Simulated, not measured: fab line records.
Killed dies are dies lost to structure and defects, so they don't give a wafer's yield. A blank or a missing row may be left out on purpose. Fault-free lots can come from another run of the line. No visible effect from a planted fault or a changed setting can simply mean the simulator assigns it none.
The tool behind it: which one? | flow sky130 | 24 lots with 72 wafers sampled at 6 steps, on a route of 708 steps

## WHAT THE GAUGES SHOWED, per wafer
SKY_VIA2_CD_MEAS_12 targets a cd of 200 nm. Usual: cd-nm at 200.1 nm, with a standard deviation of 1.3.
lot  | measured     | on        | cd-nm (nm)        | flag
L074 | day 35 13:49 | cd-sem-01 | 199.2 200.9 201.2 |
L076 | day 36 14:14 | cd-sem-02 | 199.8 199.7 201.7 |
L075 | day 36 20:41 | cd-sem-02 | 199.9 199.4 198.7 |
L078 | day 37 03:23 | cd-sem-02 | 199.8 201.1 200.9 |
L077 | day 37 11:17 | cd-sem-02 | 199.2 200.1 200.3 |
L079 | day 38 00:37 | cd-sem-01 | 199.0 200.1 198.6 |
L080 | day 38 01:46 | cd-sem-02 | 197.7 198.9 197.8 |
L081 | day 38 05:34 | cd-sem-02 | 199.2 199.9 198.4 |
L082 | day 38 10:14 | cd-sem-02 | 202.0 201.3 200.1 |
L083 | day 38 17:47 | cd-sem-01 | 199.9 197.4 200.1 |
L084 | day 39 13:32 | cd-sem-02 | 198.6 199.0 199.1 |
L085 | day 39 14:15 | cd-sem-02 | 202.0 201.2 202.0 |
L086 | day 39 14:32 | cd-sem-02 | 200.4 200.7 201.9 |
L087 | day 39 17:56 | cd-sem-01 | 198.8 198.3 198.6 |
L088 | day 40 02:59 | cd-sem-02 | 200.7 200.5 201.5 |
L090 | day 41 07:20 | cd-sem-02 | 200.6 202.1 200.8 |
L089 | day 41 10:29 | cd-sem-02 | 198.9 198.1 197.3 |
L091 | day 41 17:54 | cd-sem-02 | 201.6 199.9 200.3 |
L093 | day 41 22:29 | cd-sem-01 | 199.9 200.1 198.7 |
L094 | day 41 23:05 | cd-sem-01 | 202.5 202.5 201.8 |
L092 | day 42 00:38 | cd-sem-01 | 199.3 199.2 199.0 |
L096 | day 42 12:26 | cd-sem-02 | 198.6 197.6 197.1 |
L095 | day 42 12:56 | cd-sem-01 | 202.3 202.3 202.6 |
L097 | day 43 03:07 | cd-sem-02 | 200.0 200.2 199.5 |

SKY_CAPM_OVL_MEAS_12. Usual: for CAPM_OVL the level is -1.7 nm and the standard deviation is 1.4.
lot  | measured     | on         | CAPM_OVL (nm)  | flag
L074 | day 36 16:57 | overlay-02 | -1.7 -2.5 -1.8 |
L076 | day 37 17:56 | overlay-02 | -0.3 -1.0 -0.3 |
L075 | day 38 00:57 | overlay-01 | -4.6 -3.8 -3.9 |
L078 | day 38 08:14 | overlay-01 | 1.0 -1.5 2.3   |
L077 | day 38 14:47 | overlay-02 | -0.4 -0.6 0.1  |
L079 | day 39 04:18 | overlay-01 | -1.4 -2.2 -0.7 |
L080 | day 39 04:53 | overlay-01 | -0.9 -1.2 -0.5 |
L081 | day 39 08:15 | overlay-01 | -1.1 -1.3 -0.9 |
L082 | day 39 13:50 | overlay-02 | -1.3 -3.1 -1.6 |
L083 | day 39 20:18 | overlay-01 | -2.4 -1.4 -2.2 |
L084 | day 40 15:59 | overlay-02 | -1.8 -0.8 -0.8 |
L085 | day 40 16:54 | overlay-02 | -0.3 -1.2 -0.3 |
L086 | day 40 17:14 | overlay-02 | -2.9 -1.5 -1.4 |
L087 | day 40 19:56 | overlay-01 | -3.9 -2.7 -4.3 |
L088 | day 41 04:42 | overlay-01 | -1.3 -2.0 -1.7 |
L090 | day 42 08:20 | overlay-02 | -1.3 -1.6 0.5  |
L089 | day 42 11:23 | overlay-02 | -4.4 -4.5 -3.3 |
L091 | day 42 18:58 | overlay-01 | -2.3 -3.7 -3.1 |
L093 | day 43 00:05 | overlay-01 | -1.7 -2.2 -3.3 |
L094 | day 43 00:27 | overlay-02 | -0.9 -1.9 -0.6 |
L092 | day 43 02:26 | overlay-01 | -0.4 0.3 -0.7  |
L096 | day 43 13:20 | overlay-02 | 0.0 -1.9 -0.5  |
L095 | day 43 13:38 | overlay-01 | -2.4 -2.5 -3.1 |
L097 | day 44 03:26 | overlay-02 | -4.2 -4.4 -3.1 |

SKY_VIA3_CD_MEAS_12 targets a cd of 200 nm. Usual: cd-nm at 200.1 nm, with a standard deviation of 1.1.
lot  | measured     | on        | cd-nm (nm)        | flag
L074 | day 38 21:55 | cd-sem-01 | 200.2 201.3 200.6 |
L076 | day 39 22:20 | cd-sem-02 | 201.1 201.9 202.9 |
L075 | day 40 03:56 | cd-sem-02 | 200.8 203.3 201.0 |
L078 | day 40 12:08 | cd-sem-02 | 200.5 198.5 200.6 |
L077 | day 40 18:50 | cd-sem-01 | 200.0 199.7 200.8 |
L079 | day 41 08:34 | cd-sem-02 | 201.0 201.1 201.5 |
L080 | day 41 08:02 | cd-sem-01 | 201.3 200.6 200.2 |
L081 | day 41 11:01 | cd-sem-02 | 197.7 198.7 198.9 |
L082 | day 41 17:08 | cd-sem-02 | 201.0 199.5 201.3 |
L083 | day 41 21:59 | cd-sem-02 | 202.0 201.1 200.9 |
L084 | day 42 17:41 | cd-sem-02 | 199.0 199.1 199.2 |
L085 | day 42 18:42 | cd-sem-02 | 199.9 200.4 199.8 |
L086 | day 42 19:17 | cd-sem-01 | 197.9 199.8 198.4 |
L087 | day 42 20:35 | cd-sem-01 | 199.1 200.4 199.0 |
L088 | day 43 05:08 | cd-sem-01 | 197.6 198.3 198.7 |
L090 | day 44 09:05 | cd-sem-01 | 201.4 201.5 201.3 |
L089 | day 44 12:59 | cd-sem-01 | 198.3 199.0 200.4 |
L091 | day 44 19:36 | cd-sem-01 | 198.8 199.2 199.6 |
L093 | day 45 00:29 | cd-sem-01 | 199.8 201.0 200.5 |
L094 | day 44 23:35 | cd-sem-01 | 200.3 201.0 199.9 |
L092 | day 45 01:26 | cd-sem-02 | 199.4 201.0 199.7 |
L096 | day 45 11:38 | cd-sem-02 | 200.9 200.8 201.8 |
L095 | day 45 11:56 | cd-sem-01 | 199.4 198.3 198.5 |
L097 | day 45 23:52 | cd-sem-01 | 198.9 198.4 199.0 |

## TOOL THAT RAN EACH LOT (tool first, then ch and the chambers of the sampled wafers, then the start)
lot  | SKY_METAL1_SPUTTER_02        | SKY_VIA2_ETCH_14                   | SKY_CAPM_STRIP_14
L074 | pvd-sputter-03, day 31 02:39 | rie-diel-02 ch 2,3, day 35 13:56   | plasma-asher-02 ch 0,1, day 36 17:04
L076 | pvd-sputter-03, day 32 06:57 | rie-diel-02 ch 0,2, day 36 14:24   | plasma-asher-04 ch 0,1, day 37 18:03
L075 | pvd-sputter-02, day 32 12:58 | rie-diel-04 ch 0,2, day 36 20:48   | plasma-asher-03 ch 0,1, day 38 01:05
L078 | pvd-sputter-01, day 32 20:42 | rie-diel-04 ch 0,1,3, day 37 03:33 | plasma-asher-02 ch 0,1, day 38 08:21
L077 | pvd-sputter-02, day 33 02:20 | rie-diel-04 ch 2,3, day 37 11:26   | plasma-asher-03 ch 1, day 38 14:55
L079 | pvd-sputter-02, day 33 12:45 | rie-diel-02 ch 0,1,3, day 38 00:45 | plasma-asher-02 ch 0,1, day 39 04:25
L080 | pvd-sputter-01, day 33 15:49 | rie-diel-01 ch 0,1,2, day 38 01:55 | plasma-asher-03 ch 0,1, day 39 05:01
L081 | pvd-sputter-02, day 33 20:29 | rie-diel-02 ch 2,3, day 38 05:41   | plasma-asher-02 ch 0,1, day 39 08:22
L082 | pvd-sputter-01, day 34 03:43 | rie-diel-01 ch 1,3, day 38 10:23   | plasma-asher-03 ch 0,1, day 39 13:57
L083 | pvd-sputter-03, day 34 09:30 | rie-diel-04 ch 1,2,3, day 38 17:53 | plasma-asher-02 ch 0,1, day 39 20:26
L084 | pvd-sputter-01, day 35 04:27 | rie-diel-02 ch 1,2, day 39 13:41   | plasma-asher-04 ch 0,1, day 40 16:06
L085 | pvd-sputter-03, day 35 05:49 | rie-diel-01 ch 0,1, day 39 14:20   | plasma-asher-03 ch 0,1, day 40 17:02
L086 | pvd-sputter-02, day 35 05:56 | rie-diel-04 ch 2,3, day 39 14:41   | plasma-asher-04 ch 0,1, day 40 17:21
L087 | pvd-sputter-01, day 35 08:49 | rie-diel-01 ch 0,2,3, day 39 18:05 | plasma-asher-04 ch 0,1, day 40 20:04
L088 | pvd-sputter-02, day 35 18:37 | rie-diel-04 ch 1,2,3, day 40 03:05 | plasma-asher-02 ch 0,1, day 41 04:50
L090 | pvd-sputter-01, day 36 23:56 | rie-diel-04 ch 1,2,3, day 41 07:29 | plasma-asher-02 ch 0,1, day 42 08:28
L089 | pvd-sputter-02, day 37 01:22 | rie-diel-02 ch 0,3, day 41 10:38   | plasma-asher-03 ch 0,1, day 42 11:30
L091 | pvd-sputter-01, day 37 07:40 | rie-diel-02 ch 0,1, day 41 18:00   | plasma-asher-03 ch 0,1, day 42 19:05
L093 | pvd-sputter-02, day 37 16:01 | rie-diel-01 ch 2,3, day 41 22:39   | plasma-asher-04 ch 0,1, day 43 00:17
L094 | pvd-sputter-03, day 37 16:20 | rie-diel-02 ch 0,1,3, day 41 23:11 | plasma-asher-02 ch 0,1, day 43 00:35
L092 | pvd-sputter-03, day 37 18:04 | rie-diel-02 ch 0,2, day 42 00:47   | plasma-asher-02 ch 0,1, day 43 02:38
L096 | pvd-sputter-01, day 38 06:25 | rie-diel-04 ch 0,2,3, day 42 12:36 | plasma-asher-04 ch 0,1, day 43 13:27
L095 | pvd-sputter-03, day 38 08:49 | rie-diel-02 ch 0,1,3, day 42 13:05 | plasma-asher-03 ch 0,1, day 43 13:50
L097 | pvd-sputter-02, day 38 22:16 | rie-diel-04 ch 0,3, day 43 03:14   | plasma-asher-03 ch 0,1, day 44 03:33
- SKY_METAL1_SPUTTER_02: material AlCu, target thk 250 nm, time 13.3 s.
- SKY_VIA2_ETCH_14: etches BARC in N2/H2, stops on SiO2, time 45.9 s, target depth 60 nm.
- SKY_CAPM_STRIP_14: strips in O2/N2.

## AS READ BY THE TOOLS THEMSELVES (means over the sampled wafers that have a number; for cases with no such wafer, the mark the record gives instead)
SKY_METAL1_SPUTTER_02. Usual: throttle-valve-pct at 30.4 %, with a standard deviation of 1.5.
lot  | tool           | throttle-valve-pct (%) | flag
L074 | pvd-sputter-03 | 32.1                   |
L076 | pvd-sputter-03 | 31.3                   |
L075 | pvd-sputter-02 | 29.0                   |
L078 | pvd-sputter-01 | 31.2                   |
L077 | pvd-sputter-02 | 28.5                   |
L079 | pvd-sputter-02 | 29.0                   |
L080 | pvd-sputter-01 | 30.5                   |
L081 | pvd-sputter-02 | 29.1                   |
L082 | pvd-sputter-01 | 31.1                   |
L083 | pvd-sputter-03 | 31.7                   |
L084 | pvd-sputter-01 | 32.0                   |
L085 | pvd-sputter-03 | 31.4                   |
L086 | pvd-sputter-02 | 29.1                   |
L087 | pvd-sputter-01 | 31.3                   |
L088 | pvd-sputter-02 | 28.9                   |
L090 | pvd-sputter-01 | 32.2                   |
L089 | pvd-sputter-02 | 29.6                   |
L091 | pvd-sputter-01 | 31.3                   |
L093 | pvd-sputter-02 | 29.5                   |
L094 | pvd-sputter-03 | 30.3                   |
L092 | pvd-sputter-03 | 31.3                   |
L096 | pvd-sputter-01 | 30.6                   |
L095 | pvd-sputter-03 | 31.8                   |
L097 | pvd-sputter-02 | 29.6                   |

SKY_VIA2_ETCH_14. Usual: drypump-motor-current-A 5.7 A, standard deviation 0.47; oes-product-au 0.855 a.u., standard deviation 0.0051; throttle-valve-pct 13.225 %, standard deviation 0.0093.
lot  | tool        | drypump-motor-current-A (A) | oes-product-au (a.u.) | throttle-valve-pct (%) | flag
L074 | rie-diel-02 | 5.7                         | 0.858                 | 13.226                 |
L076 | rie-diel-02 | 5.9                         | 0.854                 | 13.223                 |
L075 | rie-diel-04 | 5.5                         | 0.857                 | 13.231                 |
L078 | rie-diel-04 | 5.5                         | 0.858                 | 13.232                 |
L077 | rie-diel-04 | 5.3                         | 0.860                 | 13.228                 |
L079 | rie-diel-02 | 5.6                         | 0.852                 | 13.224                 |
L080 | rie-diel-01 | 5.8                         | 0.856                 | 13.219                 |
L081 | rie-diel-02 | 5.7                         | 0.852                 | 13.225                 |
L082 | rie-diel-01 | 6.1                         | 0.856                 | 13.232                 |
L083 | rie-diel-04 | 5.7                         | 0.855                 | 13.220                 |
L084 | rie-diel-02 | 5.5                         | 0.861                 | 13.217                 |
L085 | rie-diel-01 | 5.7                         | 0.851                 | 13.226                 |
L086 | rie-diel-04 | 5.5                         | 0.858                 | 13.216                 |
L087 | rie-diel-01 | 6.2                         | 0.852                 | 13.232                 |
L088 | rie-diel-04 | 5.7                         | 0.853                 | 13.229                 |
L090 | rie-diel-04 | 5.7                         | 0.852                 | 13.234                 |
L089 | rie-diel-02 | 5.8                         | 0.853                 | 13.217                 |
L091 | rie-diel-02 | 5.7                         | 0.849                 | 13.225                 |
L093 | rie-diel-01 | 6.3                         | 0.859                 | 13.225                 |
L094 | rie-diel-02 | 5.6                         | 0.856                 | 13.224                 |
L092 | rie-diel-02 | 6.0                         | 0.854                 | 13.232                 |
L096 | rie-diel-04 | 5.3                         | 0.854                 | 13.225                 |
L095 | rie-diel-02 | 5.6                         | 0.853                 | 13.226                 |
L097 | rie-diel-04 | 5.1                         | 0.859                 | 13.218                 |

SKY_CAPM_STRIP_14. Usual: drypump-motor-current-A 5.6 A, standard deviation 0.38; oes-product-au 0.710 a.u., standard deviation 0.0046; strip-time-to-endpoint-s 12.67 s, standard deviation 0.049.
lot  | tool            | drypump-motor-current-A (A) | oes-product-au (a.u.) | strip-time-to-endpoint-s (s) | flag
L074 | plasma-asher-02 | 5.2                         | 0.711                 | 12.58                        |
L076 | plasma-asher-04 | 5.6                         | 0.711                 | 12.75                        |
L075 | plasma-asher-03 | 5.9                         | 0.713                 | 12.67                        |
L078 | plasma-asher-02 | 5.4                         | 0.712                 | 12.66                        |
L077 | plasma-asher-03 | 5.8                         | 0.716                 | 12.69                        |
L079 | plasma-asher-02 | 5.3                         | 0.709                 | 12.60                        |
L080 | plasma-asher-03 | 5.8                         | 0.707                 | 12.66                        |
L081 | plasma-asher-02 | 5.4                         | 0.707                 | 12.60                        |
L082 | plasma-asher-03 | 5.8                         | 0.710                 | 12.69                        |
L083 | plasma-asher-02 | 5.4                         | 0.708                 | 12.69                        |
L084 | plasma-asher-04 | 6.0                         | 0.708                 | 12.69                        |
L085 | plasma-asher-03 | 5.8                         | 0.711                 | 12.73                        |
L086 | plasma-asher-04 | 5.9                         | 0.712                 | 12.65                        |
L087 | plasma-asher-04 | 5.6                         | 0.714                 | 12.70                        |
L088 | plasma-asher-02 | 5.4                         | 0.712                 | 12.66                        |
L090 | plasma-asher-02 | 5.3                         | 0.709                 | 12.66                        |
L089 | plasma-asher-03 | 5.8                         | 0.710                 | 12.69                        |
L091 | plasma-asher-03 | 5.8                         | 0.708                 | 12.71                        |
L093 | plasma-asher-04 | 5.6                         | 0.713                 | 12.65                        |
L094 | plasma-asher-02 | 5.3                         | 0.708                 | 12.66                        |
L092 | plasma-asher-02 | 5.4                         | 0.705                 | 12.61                        |
L096 | plasma-asher-04 | 5.9                         | 0.710                 | 12.66                        |
L095 | plasma-asher-03 | 5.8                         | 0.704                 | 12.68                        |
L097 | plasma-asher-03 | 5.8                         | 0.712                 | 12.65                        |

## THE ANSWER, worked out from the rows above alone
Rule: take the mean of a lot's wafers that have a number; if it is more than 3 standard deviations from the usual mean, the lot is off. A lot without any number at a reading at which 4 lots or more have one is off too. All remaining lots with rows at the step are treated as sound. The gauges are gone through in route order, then the tools' own readings, and for those a lot's mean is taken as printed above. At the first step where some lot is off, the reading lying furthest off is the one used; lots without a number count as furthest.
Across all readings shown, no lot is off: no conclusion can be drawn from this.

## WHAT THE SIMULATOR HAD INSERTED
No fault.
